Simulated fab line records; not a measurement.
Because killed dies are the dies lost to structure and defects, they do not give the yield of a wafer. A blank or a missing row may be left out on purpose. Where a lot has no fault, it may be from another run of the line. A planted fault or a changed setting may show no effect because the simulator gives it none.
Which tool is to blame? / flow sky130 / 7 lots (21 wafers sampled), 1 step of a 708-step route

## WHAT EACH GAUGE READ, for each wafer
SKY_METAL3_OVL_MEAS_14.
lot=L667; measured=day 38 06:35; on=overlay-01; METAL3_OVL (nm)=1 1 -6
lot=L671; measured=day 39 22:29; on=overlay-02; METAL3_OVL (nm)=3 6 2
lot=L672; measured=day 40 08:23; on=overlay-02; METAL3_OVL (nm)=-8 -14 -7
lot=L676; measured=day 41 05:58; on=overlay-01; METAL3_OVL (nm)=0 6 -2
lot=L681; measured=day 42 13:44; on=overlay-01; METAL3_OVL (nm)=-2 -2 7
lot=L688; measured=day 44 19:29; on=overlay-01; METAL3_OVL (nm)=-4 -5 -6
lot=L687; measured=day 44 22:52; on=overlay-01; METAL3_OVL (nm)=-4 0 0

## WHAT TOOL EACH LOT RAN ON (gives the tool, then ch and the chambers of the sampled wafers, and finally the start)
The record shows no process step preceding these readings.

## THE ANSWER, worked out from the rows above alone
Rule: what is usual is taken from the lots themselves. The widest of any qualifying gaps counts: lots, ordered by their means at a reading, are off when they make up no more than a third of the lots, leave a main group of 4 or more, and stand apart from it by 3 or more times the standard deviation of that group's means. If all means in a main group match to the digits the tables above print for the reading, that group is not used. Also off: a lot with no number at a reading for which 4 or more lots have one. Any other lot the step has rows for is counted as sound.
No lot is off at any reading shown: from this, nothing can be told.

## WHAT WAS PUT IN BY THE SIMULATOR
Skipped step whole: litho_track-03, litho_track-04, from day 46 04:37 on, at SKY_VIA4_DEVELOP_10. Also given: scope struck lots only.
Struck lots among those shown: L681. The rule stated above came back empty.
